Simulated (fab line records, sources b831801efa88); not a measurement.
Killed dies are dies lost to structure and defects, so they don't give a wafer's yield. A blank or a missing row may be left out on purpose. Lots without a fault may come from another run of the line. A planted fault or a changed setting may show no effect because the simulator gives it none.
One fault seen from 2 desks | flow sky130 | each desk has only its own numbers; what lay behind them comes last

THE METROLOGY DESK
What the gauges read, lot by lot, whatever tool the lot ran on: means of the sampled wafers that have a number. A lot is out of limits, marked OUT, if its mean lies more than 4 standard deviations from the usual mean; the brackets give that distance.
Columns: A = SONOS_TUNNEL_OVL at SKY_SONOS_TUNNEL_OVL_MEAS_08, usual -0.5 nm
lot  | first seen here | A
L530 | day 11 06:49    | 1.5
L531 | day 11 12:17    | -2.0
L534 | day 12 15:24    | 1.9
L535 | day 12 20:31    | 0.4
L537 | day 13 08:22    | -2.0
L538 | day 13 22:55    | -1.2
L539 | day 14 06:45    | 0.3
L540 | day 14 08:21    | -1.2
L541 | day 14 17:12    | 40.2 (+27) OUT
L542 | day 14 21:52    | 36.7 (+25) OUT
L543 | day 15 09:53    | 0.8
L545 | day 16 02:15    | -1.4
L549 | day 17 11:58    | 0.3
L550 | day 17 18:48    | -1.6
This desk's finding: out of limits on L541, L542; first on L541, day 14 17:12 (SONOS_TUNNEL_OVL at SKY_SONOS_TUNNEL_OVL_MEAS_08). In limits: L530, L531, L534, L535, L537, L538, L539, L540, L543, L545, L549, L550.

THE TOOL OWNER'S DESK: iline_stepper-01
The tool's own readings at SKY_SONOS_TUNNEL_EXPOSE_04 (exposes mask TUNM, target cd 410 nm): means of the sampled wafers that have a number, for each lot that ran on this tool. A lot is out of limits, marked OUT, if its mean lies more than 4 standard deviations from the usual mean; the brackets give that distance.
Columns: A = focus_offset_nm at SKY_SONOS_TUNNEL_EXPOSE_04, usual -0.2 nm
lot  | first seen here | A
L530 | day 10 19:01    | 0.1
L534 | day 12 04:01    | -0.3
L538 | day 13 11:20    | -0.6
L539 | day 13 18:16    | -0.0
L541 | day 14 04:46    | -0.8
L542 | day 14 09:11    | 0.2
This desk's finding: nothing out of limits on any of the 6 lots.

PUT TOGETHER
The metrology desk could have raised an alarm at day 14 17:12, on L541, L542.
The tool owner's desk saw nothing out of limits.
The tool owner's desk has L541, L542 on record, within its limits.
Of the lots named, all ran SKY_SONOS_TUNNEL_EXPOSE_04 on iline_stepper-01.

WHAT THE SIMULATOR HAD PUT IN
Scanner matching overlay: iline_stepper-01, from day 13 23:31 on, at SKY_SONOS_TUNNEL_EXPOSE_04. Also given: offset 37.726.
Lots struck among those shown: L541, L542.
Hours from the fault's start to each desk's first reading out of limits: the metrology desk, 18.
